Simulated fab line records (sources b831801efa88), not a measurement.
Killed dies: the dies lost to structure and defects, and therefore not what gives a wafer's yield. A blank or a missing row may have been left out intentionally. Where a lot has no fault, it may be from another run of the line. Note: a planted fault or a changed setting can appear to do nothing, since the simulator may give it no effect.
What tool caused it? | flow sky130 | 24 lots with 72 wafers sampled at 6 steps, on a route of 708 steps

== WHAT THE GAUGES READ, wafer by wafer ==
SKY_CONTACT_BOW_MEAS_05. Usual: for CONTACT_BOW the level is 81 um and the standard deviation is 7.3.
lot  | measured     | on            | CONTACT_BOW (um) | flag
L074 | day 30 19:23 | film metro-01 | 69 65 79         |
L075 | day 31 06:11 | film metro-01 | 77 81 93         |
L076 | day 31 12:52 | film metro-01 | 75 85 77         |
L077 | day 32 07:04 | film metro-02 | 82 81 65         |
L078 | day 32 07:22 | film metro-02 | 99 89 82         |
L079 | day 32 19:05 | film metro-04 | 80 77 87         |
L080 | day 33 08:16 | film metro-04 | 74 78 80         |
L081 | day 33 13:58 | film metro-01 | 81 82 96         |
L082 | day 34 11:02 | film metro-02 | 93 79 71         |
L083 | day 34 15:46 | film metro-02 | 84 75 83         |
L084 | day 34 19:26 | film metro-02 | 90 74 79         |
L086 | day 34 23:57 | film metro-04 | 85 96 82         |
L085 | day 35 01:24 | film metro-04 | 84 75 75         |
L087 | day 35 12:38 | film metro-01 | 86 65 74         |
L088 | day 35 15:07 | film metro-02 | 82 82 82         |
L089 | day 36 01:41 | film metro-04 | 84 88 96         |
L090 | day 36 03:02 | film metro-04 | 85 75 75         |
L091 | day 36 12:11 | film metro-02 | 92 90 89         |
L092 | day 36 17:29 | film metro-04 | 89 93 82         |
L093 | day 37 00:04 | film metro-01 | 79 79 82         |
L095 | day 37 19:05 | film metro-02 | 85 76 76         |
L094 | day 38 00:04 | film metro-01 | 70 79 91         |
L096 | day 38 03:28 | film metro-02 | 89 83 83         |
L097 | day 38 03:42 | film metro-01 | 63 78 70         |

SKY_CONTACT_CD_MEAS_14 targets a cd of 170 nm. Usual: cd nm at 169.7 nm, with a standard deviation of 1.5.
lot  | measured     | on        | cd nm (nm)        | flag
L074 | day 31 23:13 | cd sem-02 | 169.2 170.0 169.2 |
L075 | day 32 09:20 | cd sem-02 | 169.5 169.1 170.0 |
L076 | day 32 17:08 | cd sem-01 | 167.6 167.1 167.0 |
L077 | day 33 10:19 | cd sem-02 | 169.6 168.2 169.7 |
L078 | day 33 10:50 | cd sem-01 | 168.9 169.0 169.0 |
L079 | day 33 22:05 | cd sem-02 | 170.6 169.8 169.4 |
L080 | day 34 11:19 | cd sem-01 | 171.3 171.6 172.7 |
L081 | day 34 16:44 | cd sem-01 | 170.7 170.6 170.2 |
L082 | day 35 13:47 | cd sem-01 | 167.1 168.3 165.6 |
L083 | day 35 18:18 | cd sem-02 | 169.1 168.4 169.6 |
L084 | day 35 21:28 | cd sem-01 | 168.8 169.5 169.6 |
L086 | day 36 02:23 | cd sem-01 | 170.1 169.3 170.6 |
L085 | day 36 03:44 | cd sem-02 | 167.2 168.1 167.6 |
L087 | day 36 14:59 | cd sem-01 | 170.6 171.0 170.4 |
L088 | day 36 17:35 | cd sem-01 | 171.0 170.3 171.8 |
L089 | day 37 03:51 | cd sem-02 | 170.7 171.5 171.4 |
L090 | day 37 05:01 | cd sem-02 | 169.4 170.0 169.0 |
L091 | day 37 14:15 | cd sem-02 | 173.0 174.1 172.0 |
L092 | day 37 19:26 | cd sem-01 | 171.5 169.9 170.3 |
L093 | day 38 01:57 | cd sem-01 | 169.3 170.4 170.0 |
L095 | day 38 20:47 | cd sem-01 | 170.2 168.9 169.5 |
L094 | day 39 01:53 | cd sem-01 | 170.8 170.9 171.5 |
L096 | day 39 05:45 | cd sem-01 | 168.6 168.0 167.1 |
L097 | day 39 05:52 | cd sem-01 | 170.0 169.1 170.7 |

SKY_VIA2_THK_MEAS_23: measures by xrf. Usual: for VIA2_W_THK the level is 412 nm and the standard deviation is 6.4.
lot  | measured     | on            | VIA2_W_THK (nm) | flag
L074 | day 36 17:25 | film metro-01 | 408 411 403     |
L075 | day 37 03:59 | film metro-02 | 409 412 401     |
L076 | day 37 11:02 | film metro-02 | 405 420 418     |
L077 | day 38 04:32 | film metro-01 | 418 418 417     |
L078 | day 38 04:57 | film metro-01 | 397 401 401     |
L079 | day 38 15:32 | film metro-04 | 416 415 411     |
L080 | day 39 03:58 | film metro-02 | 404 405 407     |
L081 | day 39 09:15 | film metro-04 | 421 414 423     |
L082 | day 40 04:49 | film metro-01 | 418 414 417     |
L083 | day 40 10:35 | film metro-01 | 416 416 416     |
L084 | day 40 12:56 | film metro-01 | 419 420 419     |
L086 | day 40 16:25 | film metro-01 | 424 422 421     |
L085 | day 40 16:19 | film metro-02 | 420 413 415     |
L087 | day 41 03:43 | film metro-02 | 402 409 406     |
L088 | day 41 06:36 | film metro-01 | 415 416 410     |
L089 | day 41 15:55 | film metro-04 | 413 407 412     |
L090 | day 41 16:13 | film metro-02 | 409 408 407     |
L091 | day 42 01:43 | film metro-04 | 419 415 418     |
L092 | day 42 06:35 | film metro-02 | 404 407 408     |
L093 | day 42 12:31 | film metro-01 | 408 409 414     |
L095 | day 43 05:37 | film metro-04 | 415 415 413     |
L094 | day 43 11:00 | film metro-01 | 403 399 399     |
L096 | day 43 13:25 | film metro-01 | 406 401 412     |
L097 | day 43 14:06 | film metro-04 | 415 414 414     |

SKY_CAP2M_OVL_MEAS_12. Usual: for CAP2M_OVL the level is 1.0 nm and the standard deviation is 1.3.
lot  | measured     | on         | CAP2M_OVL (nm) | flag
L074 | day 41 04:27 | overlay-01 | 1.2 2.4 2.0    |
L075 | day 41 13:18 | overlay-01 | 1.8 0.2 2.1    |
L076 | day 41 20:33 | overlay-01 | 1.4 1.5 2.2    |
L077 | day 42 10:54 | overlay-02 | -0.1 1.3 2.9   |
L078 | day 42 13:31 | overlay-02 | 3.5 0.8 3.1    |
L079 | day 42 23:28 | overlay-01 | -0.2 0.8 1.1   |
L080 | day 43 09:00 | overlay-02 | -0.2 1.2 0.9   |
L081 | day 43 14:19 | overlay-02 | 0.6 1.6 1.7    |
L082 | day 44 08:14 | overlay-02 | 1.7 0.0 1.2    |
L083 | day 44 14:12 | overlay-02 | 1.5 0.9 2.0    |
L084 | day 44 14:52 | overlay-02 | -0.3 0.0 2.8   |
L086 | day 44 20:57 | overlay-02 | -0.6 -1.0 -1.1 |
L085 | day 44 20:36 | overlay-02 | 0.0 0.7 1.0    |
L087 | day 45 04:08 | overlay-01 | 2.2 3.0 1.0    |
L088 | day 45 06:03 | overlay-02 | -0.5 0.1 -0.6  |
L089 | day 45 17:42 | overlay-01 | 3.3 1.6 1.7    |
L090 | day 45 19:05 | overlay-02 | 1.9 -0.3 -0.9  |
L091 | day 46 01:47 | overlay-02 | -1.0 2.1 1.7   |
L092 | day 46 03:32 | overlay-01 | 1.7 2.7 2.0    |
L093 | day 46 11:02 | overlay-02 | 1.1 -0.6 1.2   |
L095 | day 47 01:30 | overlay-02 | 1.4 2.6 2.4    |
L094 | day 47 04:57 | overlay-01 | 1.1 3.3 2.3    |
L096 | day 47 08:22 | overlay-02 | 2.0 3.6 1.7    |
L097 | day 47 08:38 | overlay-02 | 2.7 1.4 1.5    |

SKY_METAL5_RS_MEAS_05: measures by four-point-probe. Usual: for METAL5_ALCU_RS the level is 0.0271 ohm/sq and the standard deviation is 0.00034.
lot  | measured     | on            | METAL5_ALCU_RS (ohm/sq) | flag
L074 | day 43 09:28 | film metro-03 | 0.0275 0.0272 0.0273    |
L075 | day 43 16:42 | film metro-01 | 0.0269 0.0262 0.0264    |
L076 | day 43 23:47 | film metro-03 | 0.0277 0.0268 0.0270    |
L077 | day 44 13:39 | film metro-01 | 0.0278 0.0266 0.0269    |
L078 | day 44 15:11 | film metro-03 | 0.0270 0.0274 0.0270    |
L079 | day 45 00:49 | film metro-03 | 0.0274 0.0279 0.0275    |
L080 | day 45 07:55 | film metro-01 | 0.0267 0.0270 0.0268    |
L081 | day 45 14:21 | film metro-02 | 0.0276 0.0275 0.0270    |
L082 | day 46 07:46 | film metro-01 | 0.0272 0.0277 0.0268    |
L083 | day 46 13:33 | film metro-01 | 0.0269 0.0271 0.0270    |
L084 | day 46 13:47 | film metro-02 | 0.0270 0.0276 0.0273    |
L086 | day 46 19:52 | film metro-03 | 0.0277 0.0273 0.0279    |
L085 | day 46 18:19 | film metro-02 | 0.0268 0.0268 0.0270    |
L087 | day 47 02:29 | film metro-03 | 0.0272 0.0269 0.0269    |
L088 | day 47 04:27 | film metro-01 | 0.0272 0.0270 0.0270    |
L089 | day 47 14:49 | film metro-01 | 0.0275 0.0275 0.0278    |
L090 | day 47 16:07 | film metro-01 | 0.0274 0.0272 0.0268    |
L091 | day 47 22:22 | film metro-02 | 0.0267 0.0276 0.0274    |
L092 | day 48 01:05 | film metro-02 | 0.0271 0.0268 0.0271    |
L093 | day 48 07:46 | film metro-01 | 0.0271 0.0273 0.0273    |
L095 | day 48 20:57 | film metro-01 | 0.0275 0.0273 0.0272    |
L094 | day 49 01:01 | film metro-03 | 0.0273 0.0273 0.0271    |
L096 | day 49 02:10 | film metro-03 | 0.0269 0.0270 0.0269    |
L097 | day 49 03:12 | film metro-03 | 0.0270 0.0267 0.0271    |

== EACH LOT AND THE TOOL THAT RAN IT (in order: tool; ch and the chambers of the sampled wafers; start) ==
lot  | SKY_VIA2_ETCH_15
L074 | rie diel-02 ch 0,2, day 36 16:25
L075 | rie diel-03 ch 1,2, day 37 03:01
L076 | rie diel-04 ch 0,1,2, day 37 10:04
L077 | rie diel-04 ch 1,2,3, day 38 03:33
L078 | rie diel-02 ch 1,3, day 38 03:58
L079 | rie diel-02 ch 0,2,3, day 38 14:31
L080 | rie diel-03 ch 1,2,3, day 39 02:59
L081 | rie diel-02 ch 0,1,3, day 39 08:15
L082 | rie diel-03 ch 1,2,3, day 40 03:50
L083 | rie diel-03 ch 0,2, day 40 09:37
L084 | rie diel-04 ch 0,1, day 40 11:57
L086 | rie diel-03 ch 0,1, day 40 14:51
L085 | rie diel-02 ch 1,2,3, day 40 15:19
L087 | rie diel-03 ch 0,2,3, day 41 02:44
L088 | rie diel-03 ch 0,1,2, day 41 05:36
L089 | rie diel-02 ch 1,2,3, day 41 14:55
L090 | rie diel-04 ch 0,2,3, day 41 15:11
L091 | rie diel-04 ch 0,2, day 42 00:45
L092 | rie diel-02 ch 1,2,3, day 42 05:34
L093 | rie diel-04 ch 1,2,3, day 42 11:28
L095 | rie diel-03 ch 1,2, day 43 04:38
L094 | rie diel-04 ch 1,2,3, day 43 10:01
L096 | rie diel-04 ch 0,3, day 43 12:24
L097 | rie diel-02 ch 2,3, day 43 13:04
- SKY_VIA2_ETCH_15: etches SiO2 in C4F8/O2/Ar, stops on TiN, target depth 546 nm, time 84 s.

== WHAT THE TOOLS THEMSELVES READ (means of the sampled wafers that have a number; where no wafer has one, the mark that the record gives instead) ==
SKY_VIA2_ETCH_15. Usual: oes product au at 0.939 a.u., with a standard deviation of 0.004.
lot  | tool        | oes product au (a.u.) | flag
L074 | rie diel-02 | 0.937                 |
L075 | rie diel-03 | 0.939                 |
L076 | rie diel-04 | 0.939                 |
L077 | rie diel-04 | 0.943                 |
L078 | rie diel-02 | 0.940                 |
L079 | rie diel-02 | 0.938                 |
L080 | rie diel-03 | 0.938                 |
L081 | rie diel-02 | 0.938                 |
L082 | rie diel-03 | 0.942                 |
L083 | rie diel-03 | 0.936                 |
L084 | rie diel-04 | 0.939                 |
L086 | rie diel-03 | 0.939                 |
L085 | rie diel-02 | 0.938                 |
L087 | rie diel-03 | 0.942                 |
L088 | rie diel-03 | 0.942                 |
L089 | rie diel-02 | 0.935                 |
L090 | rie diel-04 | 0.940                 |
L091 | rie diel-04 | 0.939                 |
L092 | rie diel-02 | 0.942                 |
L093 | rie diel-04 | 0.944                 |
L095 | rie diel-03 | 0.940                 |
L094 | rie diel-04 | 0.937                 |
L096 | rie diel-04 | 0.937                 |
L097 | rie diel-02 | 0.938                 |

== THE ANSWER, worked out from the rows above alone ==
Rule: a lot counts as off when the mean over its wafers that have a number is more than 3 standard deviations away from the usual mean. A lot without any number at a reading at which 4 lots or more have one is off too. Where the step has rows for the other lots, those lots are counted as sound. Order of review: gauges by route order, followed by the tools' own readings, for which a lot's mean as printed above is used. The first step at which some lot is off is used, and at that step the reading that is off furthest; a lot without a number counts as furthest.
Across all readings shown, no lot is off: no conclusion can be drawn from this.

== WHAT THE SIMULATOR HAD INSERTED ==
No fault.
